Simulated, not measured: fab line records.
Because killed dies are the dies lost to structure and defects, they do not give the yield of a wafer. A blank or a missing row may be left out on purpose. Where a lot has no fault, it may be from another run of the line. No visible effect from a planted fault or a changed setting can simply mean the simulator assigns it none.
A struck lot beside a sound one + flow sky130 + 14 out of 708 route steps
Sound: wafers L829.1, L829.3, L829.5. Wafers struck: L849.1, L849.4, L849.6. At the end, the cause is stated.
At each step with rows: each side's tool, then ch and its chambers, then its first start. Under that, the readings that differ: sound wafers + struck wafers + difference of the means + sigmas: that difference in standard deviations of wafers without a fault.
alike: readings whose means differ by less than 2 such deviations, and words and numbers that are the same on both sides. not compared: withheld readings, readings that some wafer has no value for, bounds like >300 that may hide the same value, and numbers for which the record gives no deviation and whose values overlap.
Wherever a step has rows on one side only, a row that says differs or no value, or a row with sigmas, the two part there. Non-overlapping numbers with no deviation appear without sigmas and do not part them. A reading missing from all wafers of one side parts the sides only when that side holds two or more wafers.

SKY_CONTACT_CVD_00: deposits Si3N4, target thk 75 nm.
  sound on pecvd-02 ch 0,1,2, day 30 11:11; struck on pecvd-03 ch 0,1, day 37 05:37
  alike: heaterPowerW
SKY_CONTACT_THK_MEAS_01:
  sound: filmMetro-01 at day 30 11:14; struck: filmMetro-03 at day 37 05:39
  alike: CONTACT_CVD_00_THK
then, 1 step without rows for these wafers: SKY_CONTACT_HDPCVD_02 (deposits SiO2, target thk 565 nm, time 94.2 s).
SKY_CONTACT_THK_MEAS_03:
  sound: filmMetro-02 at day 30 11:22; struck: filmMetro-01 at day 37 05:47
| reading                 | sound       | struck      | difference | sigmas |
|-------------------------|-------------|-------------|------------|--------|
| CONTACT_HDPCVD_THK (nm) | 552 559 555 | 572 565 567 | +13        | +2     |
SKY_CONTACT_CMP_04: polishes SiO2.
  sound on cmp-01 ch 1,3, day 30 11:25; struck on cmp-01 ch 0,2,3, day 37 05:50
  alike: motorCurrentA, slurryFilterDpKPa, timeToEndpointS
SKY_CONTACT_BOW_MEAS_05:
  sound: filmMetro-01 at day 30 11:43; struck: filmMetro-01 at day 37 06:08
  alike: CONTACT_BOW
then, 6 steps without rows for these wafers: SKY_CONTACT_DEHYDRATE_06 (time 60 s); SKY_CONTACT_HMDS_07 (prime time 57.17 s); SKY_CONTACT_COAT_08 (resist thk 60 nm); SKY_CONTACT_COAT_09 (resist thk 450 nm); SKY_CONTACT_SOFTBAKE_10 (time 90 s); SKY_CONTACT_EXPOSE_11 (exposes mask CTM1, target cd 170 nm).
SKY_CONTACT_PEB_12:
  sound on lithoTrack-04 ch 0, day 31 14:00; struck on lithoTrack-04, day 38 07:00
| reading        | sound          | struck | difference                    | sigmas |
|----------------|----------------|--------|-------------------------------|--------|
| exhaustPa (Pa) | 45.3 43.8 44.8 | - - -  | no value on the struck wafers |        |
  not compared: chillPlateTempC
then, 1 step without rows for these wafers: SKY_CONTACT_DEVELOP_13 (develop time 60 s).

## WHERE THEY PART
At SKY_CONTACT_THK_MEAS_03 first; at SKY_CONTACT_PEB_12 last (within this record only).

WHY: what the simulator had put in
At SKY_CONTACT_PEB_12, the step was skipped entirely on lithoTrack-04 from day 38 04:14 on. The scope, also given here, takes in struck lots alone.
